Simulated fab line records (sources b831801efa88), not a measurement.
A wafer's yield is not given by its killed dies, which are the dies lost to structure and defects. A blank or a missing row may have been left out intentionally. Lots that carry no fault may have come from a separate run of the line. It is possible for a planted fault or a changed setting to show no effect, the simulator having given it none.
Chamber matching    flow gf180mcu    GF_SAB_CVD_00 on pecvd-01: 3 sister chambers
The step deposits SiO2 from TEOS, target thk 50 nm, time 4.9302 s. 14 wafers are shown with their chamber, then 7 later ones without.

## WAFERS, EACH WITH ITS CHAMBER
wafer   chamber  heaterPowerW (W)
L074.4  1        702
L074.5  2        709
L074.6  0        615
L076.1  0        698
L076.3  2        682
L076.4  2        663
L077.2  0        578
L077.3  1        729
L077.5  2        694
L085.1  2        685
L085.3  0        694
L085.6  2        688
L088.1  2        595
L088.3  0        622

SIGNATURES (averages over the wafers above)
reading       chamber 0  chamber 1  chamber 2  scatter within a chamber
heaterPowerW  641.40     715.50     673.71     42.4
Rule: for each reading, subtract the chamber's mean from the wafer's reading, divide by that reading's scatter and square the result; add these up over the readings and take the root, which gives the wafer's distance from the chamber. The wafer belongs to the nearest chamber; if the next one is less than 2 further off, it can't be placed. The scatter: take each reading less its chamber's mean, square it, sum over the shown wafers, divide by the number of wafers less the number of chambers, and take the root.

## WAFERS WITHOUT THEIR CHAMBER
wafer   heaterPowerW (W)
L088.6  626
L090.1  721
L090.4  709
L090.5  731
L095.1  669
L095.3  657
L095.4  663

## THE CHAMBER EACH PASSED THROUGH
wafer   from the rows above           in truth
L088.6  can't be placed: 0 or 2 or 1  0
L090.1  can't be placed: 1 or 2 or 0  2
L090.4  can't be placed: 1 or 2 or 0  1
L090.5  can't be placed: 1 or 2 or 0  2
L095.1  can't be placed: 2 or 0 or 1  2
L095.3  can't be placed: 0 or 2 or 1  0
L095.4  can't be placed: 2 or 0 or 1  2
Placed correctly: 0 of 7. Not placeable from these rows: 7 (in 7, the candidates include the true chamber). Number placed wrongly: 0.
